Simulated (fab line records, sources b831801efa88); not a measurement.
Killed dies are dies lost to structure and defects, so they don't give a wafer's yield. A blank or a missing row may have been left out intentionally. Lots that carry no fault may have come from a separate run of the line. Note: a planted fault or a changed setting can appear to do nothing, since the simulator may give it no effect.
Which tool is to blame? || flow sfq line || 15 lots, 45 wafers sampled, at 3 steps of a route of 325

## WHAT THE GAUGES SHOWED, per wafer
The record holds no reading of a measuring or inspecting step that can be judged against a usual standard deviation.

## WHICH TOOL RAN EACH LOT (tool, then ch and the chambers of the sampled wafers, then the start)
{"lot": "L215", "SFQ_TRILAYER_I3_CMP_CMP_082": "cmp-01 ch 0,1,2, day 30 17:07", "SFQ_TRILAYER_I3_METRO_MEASURE_083": "film metro-01, day 30 19:20", "SFQ_TRILAYER_I3_VIA_ETCH_VIA_ETCH_088": "rie diel-01 ch 1,2,3, day 30 23:20"}
{"lot": "L217", "SFQ_TRILAYER_I3_CMP_CMP_082": "cmp-02 ch 0,2,3, day 39 07:42", "SFQ_TRILAYER_I3_METRO_MEASURE_083": "film metro-04, day 39 09:49", "SFQ_TRILAYER_I3_VIA_ETCH_VIA_ETCH_088": "rie diel-03 ch 1,2,3, day 39 14:21"}
{"lot": "L218", "SFQ_TRILAYER_I3_CMP_CMP_082": "cmp-02 ch 0,1,2, day 39 14:04", "SFQ_TRILAYER_I3_METRO_MEASURE_083": "film metro-04, day 39 17:11", "SFQ_TRILAYER_I3_VIA_ETCH_VIA_ETCH_088": "rie diel-04 ch 1,2,3, day 39 21:16"}
{"lot": "L219", "SFQ_TRILAYER_I3_CMP_CMP_082": "cmp-02 ch 0,1,2, day 39 17:34", "SFQ_TRILAYER_I3_METRO_MEASURE_083": "film metro-02, day 39 20:35", "SFQ_TRILAYER_I3_VIA_ETCH_VIA_ETCH_088": "rie diel-04 ch 1,3, day 40 02:33"}
{"lot": "L220", "SFQ_TRILAYER_I3_CMP_CMP_082": "cmp-02 ch 1,3, day 39 23:34", "SFQ_TRILAYER_I3_METRO_MEASURE_083": "film metro-04, day 40 02:35", "SFQ_TRILAYER_I3_VIA_ETCH_VIA_ETCH_088": "rie diel-03 ch 1,2, day 40 05:43"}
{"lot": "L221", "SFQ_TRILAYER_I3_CMP_CMP_082": "cmp-02 ch 0,1,3, day 45 06:39", "SFQ_TRILAYER_I3_METRO_MEASURE_083": "film metro-04, day 45 09:46", "SFQ_TRILAYER_I3_VIA_ETCH_VIA_ETCH_088": "rie diel-03 ch 2,3, day 45 13:18"}
{"lot": "L222", "SFQ_TRILAYER_I3_CMP_CMP_082": "cmp-01 ch 1,2, day 45 11:57", "SFQ_TRILAYER_I3_METRO_MEASURE_083": "film metro-04, day 45 14:34", "SFQ_TRILAYER_I3_VIA_ETCH_VIA_ETCH_088": "rie diel-01 ch 0,1,3, day 45 18:08"}
{"lot": "L228", "SFQ_TRILAYER_I3_CMP_CMP_082": "cmp-02 ch 2,3, day 48 12:29", "SFQ_TRILAYER_I3_METRO_MEASURE_083": "film metro-04, day 48 15:06", "SFQ_TRILAYER_I3_VIA_ETCH_VIA_ETCH_088": "rie diel-01 ch 0,2,3, day 48 19:43"}
{"lot": "L229", "SFQ_TRILAYER_I3_CMP_CMP_082": "cmp-02 ch 0,1, day 48 17:16", "SFQ_TRILAYER_I3_METRO_MEASURE_083": "film metro-01, day 48 20:17", "SFQ_TRILAYER_I3_VIA_ETCH_VIA_ETCH_088": "rie diel-03 ch 1,2,3, day 49 00:26"}
{"lot": "L231", "SFQ_TRILAYER_I3_CMP_CMP_082": "cmp-02 ch 1,2,3, day 49 18:58", "SFQ_TRILAYER_I3_METRO_MEASURE_083": "film metro-02, day 49 21:47", "SFQ_TRILAYER_I3_VIA_ETCH_VIA_ETCH_088": "rie diel-03 ch 0,2,3, day 50 01:07"}
{"lot": "L232", "SFQ_TRILAYER_I3_CMP_CMP_082": "cmp-01 ch 1,2, day 50 00:02", "SFQ_TRILAYER_I3_METRO_MEASURE_083": "film metro-04, day 50 03:09", "SFQ_TRILAYER_I3_VIA_ETCH_VIA_ETCH_088": "rie diel-04 ch 1,2,3, day 50 06:41"}
{"lot": "L233", "SFQ_TRILAYER_I3_CMP_CMP_082": "cmp-02 ch 0,2,3, day 50 08:26", "SFQ_TRILAYER_I3_METRO_MEASURE_083": "film metro-01, day 50 10:34", "SFQ_TRILAYER_I3_VIA_ETCH_VIA_ETCH_088": "rie diel-03 ch 1,3, day 51 05:53"}
{"lot": "L235", "SFQ_TRILAYER_I3_CMP_CMP_082": "cmp-02 ch 0,1,2, day 50 22:16", "SFQ_TRILAYER_I3_METRO_MEASURE_083": "film metro-02, day 51 00:53", "SFQ_TRILAYER_I3_VIA_ETCH_VIA_ETCH_088": "rie diel-01 ch 0,2,3, day 51 09:29"}
{"lot": "L237", "SFQ_TRILAYER_I3_CMP_CMP_082": "cmp-02 ch 0,1,2, day 51 15:04", "SFQ_TRILAYER_I3_METRO_MEASURE_083": "film metro-02, day 51 17:53", "SFQ_TRILAYER_I3_VIA_ETCH_VIA_ETCH_088": "rie diel-01 ch 0,1,3, day 51 21:13"}
{"lot": "L238", "SFQ_TRILAYER_I3_CMP_CMP_082": "cmp-02 ch 1,2,3, day 51 18:04", "SFQ_TRILAYER_I3_METRO_MEASURE_083": "film metro-01, day 51 20:41", "SFQ_TRILAYER_I3_VIA_ETCH_VIA_ETCH_088": "rie diel-03 ch 0,1,2, day 52 00:57"}
- SFQ_TRILAYER_I3_CMP_CMP_082: polishes SiO2.
- SFQ_TRILAYER_I3_METRO_MEASURE_083
- SFQ_TRILAYER_I3_VIA_ETCH_VIA_ETCH_088: etches SiO2 in CHF3, stops on Nb, target depth 260 nm.

## WHAT THE TOOLS THEMSELVES READ (means of the sampled wafers that have a number; where no wafer has one, the mark that the record gives instead)
SFQ_TRILAYER_I3_CMP_CMP_082. Usual: motor current A 10.1 A, standard deviation 1; slurry flow ml min 150.0, standard deviation 0.42; time to endpoint s 216 s, standard deviation 6.7.
{"lot": "L215", "tool": "cmp-01", "motor current A (A)": 8.8, "slurry flow ml min": 149.4, "time to endpoint s (s)": 219, "flag": ""}
{"lot": "L217", "tool": "cmp-02", "motor current A (A)": 10.3, "slurry flow ml min": 150.2, "time to endpoint s (s)": 211, "flag": ""}
{"lot": "L218", "tool": "cmp-02", "motor current A (A)": 10.5, "slurry flow ml min": 150.2, "time to endpoint s (s)": 211, "flag": ""}
{"lot": "L219", "tool": "cmp-02", "motor current A (A)": 10.3, "slurry flow ml min": 149.7, "time to endpoint s (s)": 214, "flag": ""}
{"lot": "L220", "tool": "cmp-02", "motor current A (A)": 10.9, "slurry flow ml min": 149.9, "time to endpoint s (s)": 217, "flag": ""}
{"lot": "L221", "tool": "cmp-02", "motor current A (A)": 10.0, "slurry flow ml min": 149.6, "time to endpoint s (s)": 223, "flag": ""}
{"lot": "L222", "tool": "cmp-01", "motor current A (A)": 9.1, "slurry flow ml min": 150.5, "time to endpoint s (s)": 215, "flag": ""}
{"lot": "L228", "tool": "cmp-02", "motor current A (A)": 11.0, "slurry flow ml min": 150.0, "time to endpoint s (s)": 221, "flag": ""}
{"lot": "L229", "tool": "cmp-02", "motor current A (A)": 9.3, "slurry flow ml min": 150.3, "time to endpoint s (s)": 224, "flag": ""}
{"lot": "L231", "tool": "cmp-02", "motor current A (A)": 11.0, "slurry flow ml min": 150.1, "time to endpoint s (s)": 211, "flag": ""}
{"lot": "L232", "tool": "cmp-01", "motor current A (A)": 9.0, "slurry flow ml min": 150.2, "time to endpoint s (s)": 223, "flag": ""}
{"lot": "L233", "tool": "cmp-02", "motor current A (A)": 10.1, "slurry flow ml min": 150.2, "time to endpoint s (s)": 215, "flag": ""}
{"lot": "L235", "tool": "cmp-02", "motor current A (A)": 10.5, "slurry flow ml min": 149.7, "time to endpoint s (s)": 218, "flag": ""}
{"lot": "L237", "tool": "cmp-02", "motor current A (A)": 10.4, "slurry flow ml min": 149.7, "time to endpoint s (s)": 207, "flag": ""}
{"lot": "L238", "tool": "cmp-02", "motor current A (A)": 11.1, "slurry flow ml min": 150.3, "time to endpoint s (s)": 209, "flag": ""}

SFQ_TRILAYER_I3_METRO_MEASURE_083. Usual: thk nm 199.6 nm, standard deviation 0.92.
{"lot": "L215", "tool": "film metro-01", "thk nm (nm)": 199.5, "flag": ""}
{"lot": "L217", "tool": "film metro-04", "thk nm (nm)": 200.0, "flag": ""}
{"lot": "L218", "tool": "film metro-04", "thk nm (nm)": 212.7, "flag": "OFF"}
{"lot": "L219", "tool": "film metro-02", "thk nm (nm)": 206.4, "flag": "OFF"}
{"lot": "L220", "tool": "film metro-04", "thk nm (nm)": 207.2, "flag": "OFF"}
{"lot": "L221", "tool": "film metro-04", "thk nm (nm)": 200.5, "flag": ""}
{"lot": "L222", "tool": "film metro-04", "thk nm (nm)": 199.6, "flag": ""}
{"lot": "L228", "tool": "film metro-04", "thk nm (nm)": 197.9, "flag": ""}
{"lot": "L229", "tool": "film metro-01", "thk nm (nm)": 199.3, "flag": ""}
{"lot": "L231", "tool": "film metro-02", "thk nm (nm)": 200.1, "flag": ""}
{"lot": "L232", "tool": "film metro-04", "thk nm (nm)": 201.2, "flag": ""}
{"lot": "L233", "tool": "film metro-01", "thk nm (nm)": 199.9, "flag": ""}
{"lot": "L235", "tool": "film metro-02", "thk nm (nm)": 198.9, "flag": ""}
{"lot": "L237", "tool": "film metro-02", "thk nm (nm)": 199.6, "flag": ""}
{"lot": "L238", "tool": "film metro-01", "thk nm (nm)": 199.2, "flag": ""}

SFQ_TRILAYER_I3_VIA_ETCH_VIA_ETCH_088. Usual: drypump motor current A 5.8 A, standard deviation 0.61; oes product au 0.853 a.u., standard deviation 0.0055.
{"lot": "L215", "tool": "rie diel-01", "drypump motor current A (A)": 5.6, "oes product au (a.u.)": 0.856, "flag": ""}
{"lot": "L217", "tool": "rie diel-03", "drypump motor current A (A)": 6.3, "oes product au (a.u.)": 0.857, "flag": ""}
{"lot": "L218", "tool": "rie diel-04", "drypump motor current A (A)": 5.4, "oes product au (a.u.)": 0.883, "flag": "OFF"}
{"lot": "L219", "tool": "rie diel-04", "drypump motor current A (A)": 5.3, "oes product au (a.u.)": 0.872, "flag": "OFF"}
{"lot": "L220", "tool": "rie diel-03", "drypump motor current A (A)": 6.5, "oes product au (a.u.)": 0.873, "flag": "OFF"}
{"lot": "L221", "tool": "rie diel-03", "drypump motor current A (A)": 6.2, "oes product au (a.u.)": 0.861, "flag": ""}
{"lot": "L222", "tool": "rie diel-01", "drypump motor current A (A)": 5.5, "oes product au (a.u.)": 0.859, "flag": ""}
{"lot": "L228", "tool": "rie diel-01", "drypump motor current A (A)": 5.8, "oes product au (a.u.)": 0.852, "flag": ""}
{"lot": "L229", "tool": "rie diel-03", "drypump motor current A (A)": 6.3, "oes product au (a.u.)": 0.854, "flag": ""}
{"lot": "L231", "tool": "rie diel-03", "drypump motor current A (A)": 6.1, "oes product au (a.u.)": 0.855, "flag": ""}
{"lot": "L232", "tool": "rie diel-04", "drypump motor current A (A)": 5.3, "oes product au (a.u.)": 0.859, "flag": ""}
{"lot": "L233", "tool": "rie diel-03", "drypump motor current A (A)": 6.5, "oes product au (a.u.)": 0.855, "flag": ""}
{"lot": "L235", "tool": "rie diel-01", "drypump motor current A (A)": 5.8, "oes product au (a.u.)": 0.847, "flag": ""}
{"lot": "L237", "tool": "rie diel-01", "drypump motor current A (A)": 5.5, "oes product au (a.u.)": 0.854, "flag": ""}
{"lot": "L238", "tool": "rie diel-03", "drypump motor current A (A)": 6.4, "oes product au (a.u.)": 0.854, "flag": ""}

## THE ANSWER, worked out from the rows above alone
Rule: take the mean of a lot's wafers that have a number; if it is more than 3 standard deviations from the usual mean, the lot is off. A lot without any number at a reading at which 4 lots or more have one is off too. Where the step has rows for the other lots, those lots are counted as sound. First the gauges in route order, then the tools' own readings, where a lot's mean is used as printed above. At the first step where some lot is off, the reading lying furthest off is the one used; lots without a number count as furthest.
Off at SFQ_TRILAYER_I3_METRO_MEASURE_083 (thk nm): L218, L219, L220.
A tool fits if, at that step or a process step before it, it ran every lot that is off, and no sound lot after the first of them. Of those tried, none fits.

## WHAT HAD BEEN PUT IN BY THE SIMULATOR
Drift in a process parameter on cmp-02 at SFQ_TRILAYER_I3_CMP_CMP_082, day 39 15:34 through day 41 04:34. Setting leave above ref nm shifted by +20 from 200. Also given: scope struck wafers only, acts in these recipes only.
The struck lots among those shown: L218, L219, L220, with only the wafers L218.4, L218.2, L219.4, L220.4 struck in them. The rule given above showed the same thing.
